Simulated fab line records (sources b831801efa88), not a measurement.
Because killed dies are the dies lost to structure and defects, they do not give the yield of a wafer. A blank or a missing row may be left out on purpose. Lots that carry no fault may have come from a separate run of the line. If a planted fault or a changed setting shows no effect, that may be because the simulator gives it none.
A single fault, viewed from 2 desks -- flow gf180mcu -- only its own numbers are on each desk; what lay behind them is given at the end

## METROLOGY DESK
What the gauges read, lot by lot, whatever tool the lot ran on: means of the sampled wafers that have a number. Any lot whose mean is over 4 standard deviations away from the usual mean is out of limits and marked OUT; that distance is given in the brackets.
Columns: A = cdNm at GF_M2_CD_MEAS_14, usual 279.3 nm; B = V2_CVD_02_THK at GF_V2_THK_MEAS_03, usual 849 nm
lot,first seen here,A,B
L346,day 19 13:55,278.4,838
L348,day 20 06:11,280.9,862
L349,day 20 13:50,279.9,862
L352,day 21 10:53,279.6,860
L353,day 21 23:00,278.9,823
L354,day 22 05:04,279.3,859
L356,day 22 19:20,279.7,832
L358,day 23 13:52,279.0,840
L359,day 24 04:48,281.1,839
L364,day 25 14:46,279.8,849
L366,day 26 07:11,278.2,868
L367,day 26 11:58,277.6,852
L368,day 26 21:13,280.3,850
L369,day 26 22:56,277.5,852
Finding of this desk: none of the 14 lots has anything out of limits.

## THE TOOL OWNER'S DESK: plasmaAsher-02
The tool's own readings at GF_VT_IMPLANT_STRIP_31 (strips in O2/N2): means of the sampled wafers that have a number, for each lot that ran on this tool. Any lot whose mean is over 4 standard deviations away from the usual mean is out of limits and marked OUT; that distance is given in the brackets.
Columns: A = chamberPressureMTorr at GF_VT_IMPLANT_STRIP_31, usual 1500.1 mTorr; B = drypumpMotorCurrentA at GF_VT_IMPLANT_STRIP_31, usual 5.9 A; C = heaterPowerW at GF_VT_IMPLANT_STRIP_31, usual 354 W; D = oesProductAu at GF_VT_IMPLANT_STRIP_31, usual 0.716 a.u.; E = stripTimeToEndpointS at GF_VT_IMPLANT_STRIP_31, usual 12.63 s
lot,first seen here,A,B,C,D,E
L348,day 7 12:43,1500.4,5.8,349,0.721,12.62
L349,day 7 17:59,1499.8,5.8,355,0.720,12.59
L353,day 8 19:53,1500.1,5.7,346,0.720,12.64
L354,day 9 00:50,1499.2,5.8,378,0.718,12.70
L356,day 9 13:44,1201.4 (-99 or more) OUT,5.8,381,0.678 (-9.4) OUT,13.60 (+29) OUT
L358,day 10 01:35,1200.2 (-99 or more) OUT,5.8,325,0.676 (-9.9) OUT,13.60 (+29) OUT
This desk finds L356, L358 out of limits, L356 being first, at day 9 13:44 (chamberPressureMTorr at GF_VT_IMPLANT_STRIP_31). Within limits: L348, L349, L353, L354.

## PUT TOGETHER
The tool owner's desk could have raised an alarm at day 9 13:44, on L356, L358.
Nothing out of limits was seen by the metrology desk.
The metrology desk holds a record of L356, L358, inside its limits.
The lots listed all ran GF_VT_IMPLANT_STRIP_31 on plasmaAsher-02.

## WHAT THE SIMULATOR PUT IN
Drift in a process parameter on plasmaAsher-02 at GF_VT_IMPLANT_STRIP_31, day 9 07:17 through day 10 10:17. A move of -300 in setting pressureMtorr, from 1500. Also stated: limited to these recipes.
Shown lots that were struck: L356, L358.
Delay in hours, fault start to first out-of-limits reading, by desk: the tool owner's desk at 6.
